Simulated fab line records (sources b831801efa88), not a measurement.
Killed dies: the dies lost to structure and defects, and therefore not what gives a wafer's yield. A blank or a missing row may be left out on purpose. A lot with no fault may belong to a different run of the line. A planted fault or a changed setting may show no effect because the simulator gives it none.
Struck lot and sound lot, side by side | flow sky130 | 27 steps out of a route of 708
Sound: wafers L640.1, L640.2, L640.3. The struck wafers were L627.3, L627.4, L627.5. Last of all comes the cause.
Per side, at each step with rows, come the tool, then ch with its chambers, and then its first start. Under that, the readings that differ: sound wafers | struck wafers | difference of the means | sigmas: that difference in standard deviations of wafers without a fault.
alike: a reading whose means differ by less than 2 such deviations, as well as words and numbers matching on both sides. not compared: withheld readings; readings where some wafer has no value; bounds like >300 that might hide an equal value; numbers whose values overlap and for which the record gives no deviation.
The two part at a step that has a row with sigmas, a row that says differs or no value, or rows on one side only. Numbers that don't overlap but have no deviation are shown without sigmas and don't part them. A reading that every wafer of one side lacks parts them only if that side has two wafers or more.

first, 10 steps without rows for these wafers: SKY_LOCAL_INTERCONNECT_SOFTBAKE_07 (time 90 s); SKY_LOCAL_INTERCONNECT_EXPOSE_08 (exposes mask LI1M, target cd 170 nm); SKY_LOCAL_INTERCONNECT_PEB_09; SKY_LOCAL_INTERCONNECT_DEVELOP_10 (develop time 60 s); SKY_LOCAL_INTERCONNECT_ETCH_13 (etches BARC in N2/H2, stops on SiO2, time 45.9 s, target depth 60 nm); SKY_LOCAL_INTERCONNECT_METAL_ETCH_14 (etches TiN in Cl2/BCl3, stops on PSG, target depth 110 nm, time 31.4 s); SKY_LOCAL_INTERCONNECT_STRIP_15 (strips in O2/N2); SKY_LOCAL_INTERCONNECT_STRIP_16 (strips in post etch residue remover, time 1200 s); SKY_LOCAL_INTERCONNECT_CLEAN_17 (cleans in IPA, time 180 s); SKY_LOCAL_INTERCONNECT_CLEAN_18 (cleans in O3/DIW).
SKY_CONTACT_CVD_00: deposits Si3N4, target thk 75 nm.
  sound on pecvd-04 ch 0,1,2, day 36 09:41; struck on pecvd-01 ch 0,1,2, day 32 00:00
  alike: heater_power_w
SKY_CONTACT_THK_MEAS_01:
  struck on film_metro-02, day 32 00:38; sound on film_metro-02, day 36 09:43
  reading                 | sound          | struck            | difference | sigmas
  CONTACT_CVD_00_THK (nm) | 74.3 74.1 74.4 | 148.0 151.5 150.9 | +75.9      | +93
then, 12 steps without rows for these wafers: SKY_CONTACT_HDPCVD_02 (deposits SiO2, target thk 565 nm, time 94.2 s); SKY_CONTACT_CMP_04 (polishes SiO2); SKY_CONTACT_DEHYDRATE_06 (time 60 s); SKY_CONTACT_HMDS_07 (prime time 60 s); SKY_CONTACT_COAT_08 (resist thk 60 nm); SKY_CONTACT_COAT_09 (resist thk 450 nm); SKY_CONTACT_SOFTBAKE_10 (time 88.25 s); SKY_CONTACT_EXPOSE_11 (exposes mask CTM1, target cd 170 nm); SKY_CONTACT_PEB_12; SKY_CONTACT_DEVELOP_13 (develop time 60 s); SKY_CONTACT_ETCH_16 (etches BARC in N2/H2, stops on SiO2, time 45.9 s, target depth 60 nm); SKY_CONTACT_ETCH_17 (etches SiO2 in C4F8/O2/Ar, stops on Si3N4, target depth 340 nm).
SKY_CONTACT_ETCH_18: etches Si3N4 in CHF3/O2, stops on TiN, time 39 s, target depth 75 nm.
  sound: rie_diel-03 ch 1,2,3; struck: rie_diel-03 ch 1,3
  reading                  | sound             | struck            | difference | sigmas
  oes_product_au (a.u.)    | 0.844 0.838 0.848 | 0.986 0.996 0.983 | +0.145     | +21
  throttle_valve_pct (%)   | 8.784 8.779 8.795 | 8.829 8.820 8.822 | +0.038     | +4
  model.etch.depth_nm (nm) | 74.34 74.12 74.43 | 95.33 96.38 96.09 | +21.64     |
  alike: drypump_motor_current_A
  not compared: rf_hours_counter_h
then, 1 step without rows for these wafers: SKY_CONTACT_STRIP_19 (strips in O2/N2).
-- the record jumps here: 15 days lie between the struck wafers' starts before and after (it left off in module CONTACT and takes up again in module PAD_OPEN, whose first step shown is number 708 of the route) --
SKY_PAD_OPEN_PROBE_99:
  struck on prober-01, day 47 00:19; sound on prober-02, day 50 04:34
  reading            | sound    | struck      | difference | sigmas
  killed_at_contacts | 20 14 31 | 437 414 438 | +408       | +73
  killed_dies        | 82 62 87 | 492 492 492 | +415       | +42
  killed_on_rim      | 14 14 16 | 96 96 96    | +81        | +20
  alike: killed_at_M0_to_M3, killed_at_M4_up, killed_at_front_end, killed_at_other, killed_open, killed_short

WHERE THEY PART
At SKY_CONTACT_THK_MEAS_01 first; at SKY_PAD_OPEN_PROBE_99 last (within this record only).

WHY: the cause the simulator had injected
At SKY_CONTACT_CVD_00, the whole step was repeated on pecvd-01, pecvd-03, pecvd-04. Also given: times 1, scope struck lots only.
